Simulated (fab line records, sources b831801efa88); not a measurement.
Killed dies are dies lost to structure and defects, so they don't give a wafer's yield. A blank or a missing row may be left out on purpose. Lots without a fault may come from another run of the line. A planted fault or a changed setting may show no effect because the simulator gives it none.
fab line records | flow sky130
record lots=5 wafers=27
route steps=708 shown FIELD_ISO@29 SONOS_ONO@172 POLY_GATE@229 LOCAL_INTERCONNECT@387
start_h: hours from the record's first day to the start of the lot's first wafer shown | wait_h: hours since the lot's step before | " the same as in the row above | L1.1+2: a row that stands for several wafers | - no value, or no start given | * or withheld: withheld | < > ~ a bound
route shown NAME@n: a module of which the file shows steps, and the number in the route of the first | usual: mean/standard deviation of fault-free wafers | same: alike in all rows | chamber/n: place in a boat | sites: the reading at each site | _std_site: their standard deviation | _edge_site: outer sites' mean less inner sites' | radius_mm: how far each site lies from the wafer's centre | mask NAME#n: copy n | behind: the tool/chamber that last shaped the wafer | hold: why the lot was held/for how many hours/how that ended | device: the transistor (n, p or np) that didn't switch | end of line: the same wafers' tests at the end of the route | a step without rows: its recipe alone | killed: dies lost to structure and defects at the first sort, not the wafer's yield | map: a wafer's dies, x killed, . not, _ none there
set.NAME: the setting as run; set.NAME@STEP: as run at that earlier step | model.NAME: the simulator's own value behind a step, which no gauge read
lots whose settings were changed on purpose; a table a step, a row a wafer
## steps
# step SKY_FIELD_ISO_WET_ETCH_28
# recipe chemistry=dHF target_depth_nm=23.7 target=SiO2 dilution=10:1 temp_c=25 time_s=47
# columns lot.wafer tool chamber start_h wait_h set.time_s model.SiO2_of_FIELD_ISO_CVD_24.thk_nm
L074.1 - - - 0.1 64.15 426.5
L074.2 " - " " 64.15 425
L074.3 " - " " 64.15 425.9
L074.4 " - " " 64.15 424.9
L074.5 " - " " 64.15 425.7
L074.6 " - " " 64.15 425.4
L077.1 - - - 0.2 22.04 447.2
L077.2+3 " - " " 22.04 446.9
L077.4 " - " " 22.04 446.6
L077.5 " - " " 22.04 446.5
L077.6 " - " " 22.04 445.5
L080.1+6 - - - 0.2 55.58 429.6
L080.2 " - " " 55.58 430.4
L080.3 " - " " 55.58 428.5
L080.4 " - " " 55.58 429.9
L080.5 " - " " 55.58 430.2
L079.2 wet_bench-03 2 66.53 0.1 47 433.6
L079.3 " 2 " " 47 433.9
L079.5 " 2 " " 47 433.8
L085.1 - - - 0.1 65.58 426.1
L085.2 " - " " 65.58 423.2
L085.3 " - " " 65.58 424.6
L085.4 " - " " 65.58 424.9
L085.5 " - " " 65.58 425.3
L085.6 " - " " 65.58 424.7
# step SKY_FIELD_ISO_WET_ETCH_29
# recipe chemistry=H3PO4 target_depth_nm=160 target=Si3N4 temp_c=160 time_s=1825
# step SKY_FIELD_ISO_WET_ETCH_30
# recipe chemistry=dHF target_depth_nm=25 target=SiO2 dilution=10:1 temp_c=25 time_s=50
# columns lot.wafer tool chamber start_h wait_h set.time_s@FIELD_ISO_WET_ETCH_28 model.SiO2_of_FIELD_ISO_CVD_24.thk_nm
L074.1 wet_bench-04 0 33.57 0.0 64.15 396.9
L074.2+4 " 0 " " 64.15 395.3
L074.3 " 0 " " 64.15 396.4
L074.5 " 0 " " 64.15 396.1
L074.6 " 0 " " 64.15 396
L077.1+3 wet_bench-02 3 51.10 0.0 22.04 418
L077.2 " 3 " " 22.04 417.8
L077.4 " 3 " " 22.04 417.5
L077.5 " 3 " " 22.04 417.4
L077.6 " 3 " " 22.04 416.5
L080.1 wet_bench-02 2 66.87 0.0 55.58 400
L080.2 " 2 " " 55.58 401
L080.3 " 2 " " 55.58 398.9
L080.4 " 2 " " 55.58 400.3
L080.5 " 2 " " 55.58 400.6
L080.6 " 2 " " 55.58 400.1
L079.2 wet_bench-02 2 67.07 0.0 47 404.7
L079.3 " 2 " " 47 405.1
L079.5 " 2 " " 47 405
L085.1 wet_bench-02 3 94.16 0.0 65.58 397
L085.2 " 3 " " 65.58 394.1
L085.3 " 3 " " 65.58 395.4
L085.4 " 3 " " 65.58 395.8
L085.5 " 3 " " 65.58 396.2
L085.6 " 3 " " 65.58 395.6
# step SKY_SONOS_ONO_CVD_04
# recipe material=SiO2 precursor=SiH4/N2O target_thk_nm=5.7199 temp_c=900 pressure_mtorr=400
# columns lot.wafer tool chamber start_h wait_h set.time_s model.SiO2_of_SONOS_ONO_CVD_04.thk_nm
L074.1 - - - 0.1 1281 8.085
L074.2+4 " - " " 1281 8.045
L074.3 " - " " 1281 8.064
L074.5 " - " " 1281 8.013
L074.6 " - " " 1281 8.05
L077.1 - - - 0.1 1130 7.108
L077.2 " - " " 1130 7.103
L077.3 " - " " 1130 7.068
L077.4 " - " " 1130 7.095
L077.5 " - " " 1130 7.093
L077.6 " - " " 1130 7.049
L080.1 - - - 0.1 700.4 4.461
L080.2 " - " " 700.4 4.346
L080.3 " - " " 700.4 4.362
L080.4 " - " " 700.4 4.361
L080.5 " - " " 700.4 4.456
L080.6 " - " " 700.4 4.466
L079.2 lpcvd-03 1 297.88 0.0 900 5.75
L079.3 " 1 " " 900 5.726
L079.5 " 1 " " 900 5.817
L085.1 - - - 0.1 1101 6.877
L085.2 " - " " 1101 6.812
L085.3 " - " " 1101 6.881
L085.4 " - " " 1101 6.847
L085.5 " - " " 1101 6.962
L085.6 " - " " 1101 6.823
# step SKY_SONOS_ONO_THK_MEAS_05
# recipe reads=SiO2_of_SONOS_ONO_CVD_04
# usual SONOS_ONO_CVD_04_THK=5.65/0.094
# columns lot.wafer tool chamber start_h wait_h set.time_s@SONOS_ONO_CVD_04 SONOS_ONO_CVD_04_THK[nm]
L074.1 film_metro-02 - - - 1281 8.11
L074.2 " - " " 1281 8.03
L074.3 " - " " 1281 8.01
L074.4 " - " " 1281 8.06
L074.5 " - " " 1281 8.05
L074.6 " - " " 1281 8.00
L077.1 film_metro-02 - - - 1130 7.11
L077.2 " - " " 1130 7.11
L077.3 " - " " 1130 7.07
L077.4 " - " " 1130 7.07
L077.5 " - " " 1130 7.10
L077.6 " - " " 1130 7.06
L080.1 film_metro-01 - - - 700.4 4.45
L080.2 " - " " 700.4 4.35
L080.3 " - " " 700.4 4.37
L080.4 " - " " 700.4 4.38
L080.5 " - " " 700.4 4.46
L080.6 " - " " 700.4 4.42
L079.2 film_metro-02 - 299.14 0.0 900 5.76
L079.3 " - " " 900 5.70
L079.5 " - " " 900 5.84
L085.1 film_metro-03 - - - 1101 6.81
L085.2 " - " " 1101 6.83
L085.3 " - " " 1101 6.83
L085.4 " - " " 1101 6.86
L085.5 " - " " 1101 6.99
L085.6 " - " " 1101 6.77
# step SKY_SONOS_ONO_ETCH_15
# recipe target_depth_nm=19.52 chemistry=CHF3/O2 source_w=600 bias_w=200 pressure_mtorr=40 chf3_flow_sccm=50 O2_flow_sccm=5 time_s=7.8
# columns lot.wafer tool chamber start_h wait_h set.time_s model.SONOS_ONO.feature_depth_nm
L074.1 rie_diel-02 1 267.27 0.0 7.8 19.4
L074.2 " 3 " " 7.8 19.34
L074.3 " 2 " " 7.8 19.91
L074.4 " 0 " " 4.447 10.95
L074.5 " 3 " " 4.447 11.19
L074.6 " 0 " " 4.447 10.88
L077.1 rie_diel-02 1 304.94 0.0 6.278 16.15
L077.2 " 0 " " 7.8 19.27
L077.3 " 2 " " 7.8 20.2
L077.4 " 3 " " 6.278 15.82
L077.5 " 2 " " 7.8 20.16
L077.6 " 1 " " 6.278 16.02
L080.1 rie_diel-03 3 322.69 0.0 7.8 19.35
L080.2 " 1 " " 7.8 19.36
L080.3 " 2 " " 7.8 19.7
L080.4 " 1 " " 7.8 19.54
L080.5 " 3 " " 7.8 19.3
L080.6 " 2 " " 7.8 19.66
L079.2 rie_diel-03 3 324.87 0.0 7.8 19.1
L079.3 " 1 " " 7.8 19.44
L079.5 " 3 " " 7.8 19.2
L085.1 rie_diel-02 1 367.57 0.0 11.23 28.55
L085.2 " 3 " " 11.23 28.08
L085.3 " 2 " " 11.23 28.98
L085.4 " 0 " " 7.8 19.34
L085.5 " 0 " " 7.8 19.05
L085.6 " 1 " " 7.8 19.82
# step SKY_POLY_GATE_ETCH_15
# recipe chemistry=N2/H2 target=BARC ion_energy_ev=200 source_w=500 bias_w=100 pressure_mtorr=30 n2_flow_sccm=100 h2_flow_sccm=200 stop_on=SiO2 time_s=118.5 target_depth_a=1100
# usual oes_product_au=0.716/0.0046
# columns lot.wafer tool chamber start_h wait_h set.time_s set.time_s@SONOS_ONO_CVD_04 oes_product_au model.KrF-thick_of_POLY_GATE_COAT_08.thk_nm model.POLY_GATE.cd_nm model.SiO2_of_SONOS_ONO_CVD_04.thk_nm
L074.1 rie_diel-02 2 356.72 0.0 118.5 1281 0.712 342.5 152.6 6.577
L074.2 " 3 " " 72.81 1281 0.929 379.6 161.1 6.544
L074.3 " 1 " " 72.81 1281 0.931 379.2 162.3 6.562
L074.4 " 0 " " 118.5 1281 0.715 347.6 151.9 6.537
L074.5 " 2 " " 118.5 1281 0.712 342.2 152.3 6.512
L074.6 " 1 " " 72.81 1281 0.923 378.8 160.9 6.548
L077.1 rie_diel-02 1 396.94 0.0 140.1 1130 0.696 325.5 148.4 4.628
L077.2 " 2 " " 140.1 1130 0.703 324.8 145.5 4.613
L077.3 " 0 " " 118.5 1130 0.718 345.2 150.1 5.538
L077.4 " 3 " " 118.5 1130 0.709 344.7 150.2 5.567
L077.5 " 1 " " 140.1 1130 0.715 326.2 148.1 4.609
L077.6 " 2 " " 118.5 1130 0.712 340.7 149.4 5.52
L080.1 rie_diel-01 1 415.60 0.0 62.89 700.4 1.000 387.9 158.8 2.934
L080.2 " 2 " " 62.89 700.4 1.011 385.7 160.9 2.82
L080.3 " 0 " " 62.89 700.4 0.990 386.9 159.6 2.833
L080.4 " 3 " " 118.5 700.4 0.716 345.2 151.6 2.836
L080.5 " 0 " " 118.5 700.4 0.718 345 152.3 2.931
L080.6 " 3 " " 118.5 700.4 0.717 343.7 150.3 2.943
L079.2 rie_diel-04 2 416.77 0.0 118.5 900 0.713 347 151 4.227
L079.3 " 0 " " 118.5 900 0.714 344 149.7 4.212
L079.5 " 3 " " 118.5 900 0.717 347 150.8 4.297
L085.1 rie_diel-01 2 465.27 0.0 118.5 1101 0.721 342.5 150.7 5.347
L085.2 " 3 " " 118.5 1101 0.725 344.2 151 5.293
L085.3 " 1 " " 118.5 1101 0.719 343.8 152.2 5.357
L085.4 " 0 " " 118.5 1101 0.725 344.3 151.8 5.316
L085.5 " 0 " " 118.5 1101 0.717 343.9 153.6 5.428
L085.6 " 1 " " 118.5 1101 0.725 342.6 150.6 5.297
# step SKY_POLY_GATE_ETCH_16
# recipe stop_on=poly-Si chemistry=CH3F/O2 target=Si3N4 source_w=400 bias_w=80 pressure_mtorr=25 ch3f_flow_sccm=40 O2_flow_sccm=30 time_s=147.5 target_depth_a=750
# step SKY_POLY_GATE_ETCH_17
# recipe target_depth_nm=180 stop_on=SiO2 over_etch_frac=0.56667 chemistry=HBr/Cl2 target=poly-Si icp_w=400 bias_w=100 pressure_mtorr=10 HBr_flow_sccm=150 Cl2_flow_sccm=50 time_s=70.5
# step SKY_POLY_GATE_STRIP_18
# recipe chemistry=O2/N2 power_w=1400 pressure_mtorr=1500 platen_temp_c=withheld o2_flow_sccm=3000 n2_flow_sccm=300 overash_fraction=0.5
# usual strip_time_to_endpoint_s=3.15/0.035
# columns lot.wafer tool chamber start_h wait_h set.time_s@POLY_GATE_ETCH_15 strip_time_to_endpoint_s
L074.1 plasma_asher-03 0 356.96 0.0 118.5 3.14
L074.2 " 1 " " 72.81 3.55
L074.3 " 0 " " 72.81 3.53
L074.4 " 1 " " 118.5 3.23
L074.5 " 1 " " 118.5 3.13
L074.6 " 0 " " 72.81 3.54
L077.1 plasma_asher-01 0 397.18 0.0 140.1 2.96
L077.2 " 1 " " 140.1 2.90
L077.3 " 0 " " 118.5 3.19
L077.4 " 1 " " 118.5 3.14
L077.5 " 1 " " 140.1 2.94
L077.6 " 0 " " 118.5 3.09
L080.1 plasma_asher-03 0 415.84 0.0 62.89 3.61
L080.2 " 1 " " 62.89 3.59
L080.3 " 1 " " 62.89 3.64
L080.4 " 0 " " 118.5 3.16
L080.5 " 0 " " 118.5 3.17
L080.6 " 1 " " 118.5 3.15
L079.2 plasma_asher-03 0 417.01 0.0 118.5 3.17
L079.3 " 0 " " 118.5 3.15
L079.5 " 1 " " 118.5 3.21
L085.1 plasma_asher-01 0 465.51 0.0 118.5 3.10
L085.2 " 1 " " 118.5 3.14
L085.3 " 1 " " 118.5 3.13
L085.4 " 0 " " 118.5 3.17
L085.5 " 0 " " 118.5 3.17
L085.6 " 1 " " 118.5 3.17
# step SKY_POLY_GATE_CLEAN_19
# recipe chemistry=SC1/SC2 mix=1:4:20 temp_c=70 time_s=150 dry=n2_spin
# step SKY_POLY_GATE_OXIDATION_20
# recipe temp_c=850 ambient=O2 stabilise_s=600 purge_s=300 target_thk_a=40 ox_time_s=899
# step SKY_POLY_GATE_CD_MEAS_22
# usual cd_nm=151.2/2.1
# columns lot.wafer tool chamber start_h wait_h set.time_s@POLY_GATE_ETCH_15 cd_nm
L074.1 cd_sem-02 - 358.77 0.1 118.5 151.1
L074.2 " - " " 72.81 159.7
L074.3 " - " " 72.81 162.0
L074.4 " - " " 118.5 152.1
L074.5 " - " " 118.5 152.6
L074.6 " - " " 72.81 161.5
L077.1 cd_sem-02 - 399.96 0.1 140.1 147.4
L077.2 " - " " 140.1 146.4
L077.3 " - " " 118.5 150.3
L077.4 " - " " 118.5 150.0
L077.5 " - " " 140.1 149.4
L077.6 " - " " 118.5 148.8
L080.1 cd_sem-01 - 417.41 0.1 62.89 160.7
L080.2 " - " " 62.89 161.0
L080.3 " - " " 62.89 159.0
L080.4 " - " " 118.5 151.9
L080.5 " - " " 118.5 152.8
L080.6 " - " " 118.5 150.3
L079.2 cd_sem-02 - 419.44 0.1 118.5 149.9
L079.3 " - " " 118.5 149.6
L079.5 " - " " 118.5 149.9
L085.1 cd_sem-01 - 467.15 0.1 118.5 152.1
L085.2 " - " " 118.5 151.0
L085.3 " - " " 118.5 152.8
L085.4 " - " " 118.5 152.7
L085.5 " - " " 118.5 155.0
L085.6 " - " " 118.5 152.1
# step SKY_LOCAL_INTERCONNECT_SPUTTER_00
# recipe material=TiN target_thk_nm=100 temp_c=300 power_w=6500 time_s=83.3 chamber_pressure_pa=0.4
# columns lot.wafer tool chamber start_h wait_h set.time_s model.TiN_of_LOCAL_INTERCONNECT_SPUTTER_00.thk_nm
L074.1 pvd_sputter-01 - 661.11 0.2 83.3 99.28
L074.2 " - " " 64.19 75.81
L074.3 " - " " 83.3 98.17
L074.4 " - " " 64.19 75.2
L074.5 " - " " 64.19 75.84
L074.6 " - " " 83.3 98.8
L077.1 pvd_sputter-01 - 706.59 0.2 83.3 98.79
L077.2 " - " " 83.3 101.6
L077.3+6 " - " " 83.3 101.2
L077.4+5 " - " " 83.3 101.3
L080.1 pvd_sputter-03 - 723.10 0.1 83.3 101.1
L080.2 " - " " 100.5 120.7
L080.3 " - " " 100.5 121.1
L080.4 " - " " 100.5 120.5
L080.5 " - " " 83.3 100.6
L080.6 " - " " 83.3 98.97
L079.2 pvd_sputter-01 - 723.47 0.1 83.3 96.96
L079.3 " - " " 83.3 98.5
L079.5 " - " " 83.3 98.39
L085.1 pvd_sputter-03 - 766.98 0.1 83.3 100.5
L085.2 " - " " 83.3 99.83
L085.3 " - " " 83.3 99.22
L085.4 " - " " 83.3 100.4
L085.5 " - " " 83.3 99.99
L085.6 " - " " 83.3 100.7
# step SKY_LOCAL_INTERCONNECT_RS_MEAS_01
# recipe thk_meas_gauge=four-point-probe reads=TiN_of_LOCAL_INTERCONNECT_SPUTTER_00
# usual LOCAL_INTERCONNECT_TIN_RS=14.21/0.15
# columns lot.wafer tool chamber start_h wait_h set.time_s@LOCAL_INTERCONNECT_SPUTTER_00 LOCAL_INTERCONNECT_TIN_RS[ohm/sq]
L074.1 film_metro-02 - 661.17 0.0 83.3 14.26
L074.2 " - " " 64.19 18.92
L074.3 " - " " 83.3 14.44
L074.4 " - " " 64.19 19.08
L074.5 " - " " 64.19 18.92
L074.6 " - " " 83.3 14.29
L077.1 film_metro-03 - 706.65 0.0 83.3 14.30
L077.2 " - " " 83.3 13.90
L077.3 " - " " 83.3 13.96
L077.4 " - " " 83.3 13.94
L077.5 " - " " 83.3 13.93
L077.6 " - " " 83.3 13.97
L080.1 film_metro-04 - 723.16 0.0 83.3 13.99
L080.2 " - " " 100.5 11.64
L080.3 " - " " 100.5 11.58
L080.4 " - " " 100.5 11.65
L080.5 " - " " 83.3 14.06
L080.6 " - " " 83.3 14.29
L079.2 film_metro-02 - 723.55 0.1 83.3 14.60
L079.3 " - " " 83.3 14.38
L079.5 " - " " 83.3 14.39
L085.1 film_metro-03 - 767.04 0.0 83.3 14.06
L085.2 " - " " 83.3 14.17
L085.3 " - " " 83.3 14.26
L085.4 " - " " 83.3 14.05
L085.5 " - " " 83.3 14.14
L085.6 " - " " 83.3 14.05
# step SKY_LOCAL_INTERCONNECT_THK_MEAS_02
# recipe thk_meas_gauge=xrf reads=TiN_of_LOCAL_INTERCONNECT_SPUTTER_00
# usual LOCAL_INTERCONNECT_TIN_THK=99.1/0.95
# columns lot.wafer tool chamber start_h wait_h set.time_s@LOCAL_INTERCONNECT_SPUTTER_00 LOCAL_INTERCONNECT_TIN_THK[nm]
L074.1 film_metro-02 - 661.29 0.1 83.3 98.4
L074.2 " - " " 64.19 75.5
L074.3 " - " " 83.3 97.8
L074.4 " - " " 64.19 74.8
L074.5 " - " " 64.19 75.4
L074.6 " - " " 83.3 98.4
L077.1 film_metro-03 - 706.77 0.1 83.3 98.6
L077.2 " - " " 83.3 101.3
L077.3 " - " " 83.3 100.2
L077.4 " - " " 83.3 100.2
L077.5 " - " " 83.3 100.5
L077.6 " - " " 83.3 100.5
L080.1 film_metro-04 - 723.28 0.1 83.3 100.5
L080.2 " - " " 100.5 120.2
L080.3 " - " " 100.5 120.8
L080.4 " - " " 100.5 119.6
L080.5 " - " " 83.3 100.3
L080.6 " - " " 83.3 98.5
L079.2 film_metro-02 - 723.66 0.1 83.3 97.0
L079.3 " - " " 83.3 98.3
L079.5 " - " " 83.3 98.2
L085.1 film_metro-03 - 767.16 0.1 83.3 100.0
L085.2 " - " " 83.3 99.5
L085.3 " - " " 83.3 99.0
L085.4 " - " " 83.3 99.8
L085.5 " - " " 83.3 99.2
L085.6 " - " " 83.3 100.0
# step SKY_LOCAL_INTERCONNECT_DEHYDRATE_03
# recipe temp_c=200 time_s=60
# step SKY_LOCAL_INTERCONNECT_HMDS_04
# recipe prime_time_s=60 prime_temp_c=120
# step SKY_LOCAL_INTERCONNECT_ETCH_13
# recipe chemistry=N2/H2 target=BARC ion_energy_ev=200 bias_w=100 pressure_mtorr=30 n2_flow_sccm=100 h2_flow_sccm=200 icp_w=500 stop_on=SiO2 time_s=45.9 target_depth_a=600
# step SKY_LOCAL_INTERCONNECT_METAL_ETCH_14
# recipe target_depth_nm=110 stop_on=PSG chemistry=Cl2/BCl3 target=TiN resist_sidewall_deg=88 pressure_mtorr=10 icp_w=900 bias_w=48.5 Cl2_flow_sccm=60 bcl3_flow_sccm=30 time_s=31.4
# usual oes_product_au=0.938/0.007
# columns lot.wafer tool chamber start_h wait_h set.time_s@LOCAL_INTERCONNECT_SPUTTER_00 oes_product_au
L074.1 rie_metal-02 1 690.74 0.0 83.3 0.936
L074.2 " 0 " " 64.19 0.806
L074.3 " 1 " " 83.3 0.936
L074.4 " 0 " " 64.19 0.800
L074.5 " 1 " " 64.19 0.809
L074.6 " 0 " " 83.3 0.942
L077.1 rie_metal-03 1 734.04 0.0 83.3 0.929
L077.2 " 0 " " 83.3 0.961
L077.3 " 0 " " 83.3 0.953
L077.4 " 1 " " 83.3 0.949
L077.5 " 1 " " 83.3 0.950
L077.6 " 0 " " 83.3 0.949
L080.1 rie_metal-02 1 750.96 0.0 83.3 0.943
L080.2 " 0 " " 100.5 1.011
L080.3 " 0 " " 100.5 1.013
L080.4 " 1 " " 100.5 1.014
L080.5 " 1 " " 83.3 0.949
L080.6 " 0 " " 83.3 0.936
L079.2 rie_metal-03 0 751.31 0.0 83.3 0.923
L079.3 " 1 " " 83.3 0.933
L079.5 " 1 " " 83.3 0.935
L085.1 rie_metal-03 1 793.29 0.0 83.3 0.943
L085.2 " 0 " " 83.3 0.945
L085.3 " 1 " " 83.3 0.930
L085.4 " 0 " " 83.3 0.937
L085.5 " 1 " " 83.3 0.936
L085.6 " 0 " " 83.3 0.945
## key
split step=SKY_FIELD_ISO_WET_ETCH_28 setting=time_s stated=47 by=lot
response step=SKY_FIELD_ISO_WET_ETCH_28 reading=model.SiO2_of_FIELD_ISO_CVD_24.thk_nm change=-0.235 per=1% r=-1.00
response step=SKY_FIELD_ISO_WET_ETCH_30 reading=model.SiO2_of_FIELD_ISO_CVD_24.thk_nm change=-0.238 per=1% r=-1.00
split step=SKY_SONOS_ONO_CVD_04 setting=time_s stated=900 by=lot
response step=SKY_SONOS_ONO_CVD_04 reading=model.SiO2_of_SONOS_ONO_CVD_04.thk_nm change=+0.0559 per=1% r=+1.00
response step=SKY_SONOS_ONO_THK_MEAS_05 reading=SONOS_ONO_CVD_04_THK change=+0.0558 per=1% r=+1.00
response step=SKY_POLY_GATE_ETCH_15 reading=model.SiO2_of_SONOS_ONO_CVD_04.thk_nm change=+0.054 per=1% r=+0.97
split step=SKY_SONOS_ONO_ETCH_15 setting=time_s stated=7.8 by=wafer
response step=SKY_SONOS_ONO_ETCH_15 reading=model.SONOS_ONO.feature_depth_nm change=+0.203 per=1% r=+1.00
split step=SKY_POLY_GATE_ETCH_15 setting=time_s stated=118.5 by=wafer
response step=SKY_POLY_GATE_ETCH_15 reading=oes_product_au change=-0.00541 per=1% r=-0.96
response step=SKY_POLY_GATE_ETCH_15 reading=model.KrF-thick_of_POLY_GATE_COAT_08.thk_nm change=-0.911 per=1% r=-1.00
response step=SKY_POLY_GATE_ETCH_15 reading=model.POLY_GATE.cd_nm change=-0.197 per=1% r=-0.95
response step=SKY_POLY_GATE_STRIP_18 reading=strip_time_to_endpoint_s change=* per=1% r=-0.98
response step=SKY_POLY_GATE_CD_MEAS_22 reading=cd_nm change=-0.196 per=1% r=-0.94
split step=SKY_LOCAL_INTERCONNECT_SPUTTER_00 setting=time_s stated=83.3 by=wafer
response step=SKY_LOCAL_INTERCONNECT_SPUTTER_00 reading=model.TiN_of_LOCAL_INTERCONNECT_SPUTTER_00.thk_nm change=+1 per=1% r=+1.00
response step=SKY_LOCAL_INTERCONNECT_RS_MEAS_01 reading=LOCAL_INTERCONNECT_TIN_RS change=-0.166 per=1% r=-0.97
response step=SKY_LOCAL_INTERCONNECT_THK_MEAS_02 reading=LOCAL_INTERCONNECT_TIN_THK change=+0.995 per=1% r=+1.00
response step=SKY_LOCAL_INTERCONNECT_METAL_ETCH_14 reading=oes_product_au change=+0.00472 per=1% r=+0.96
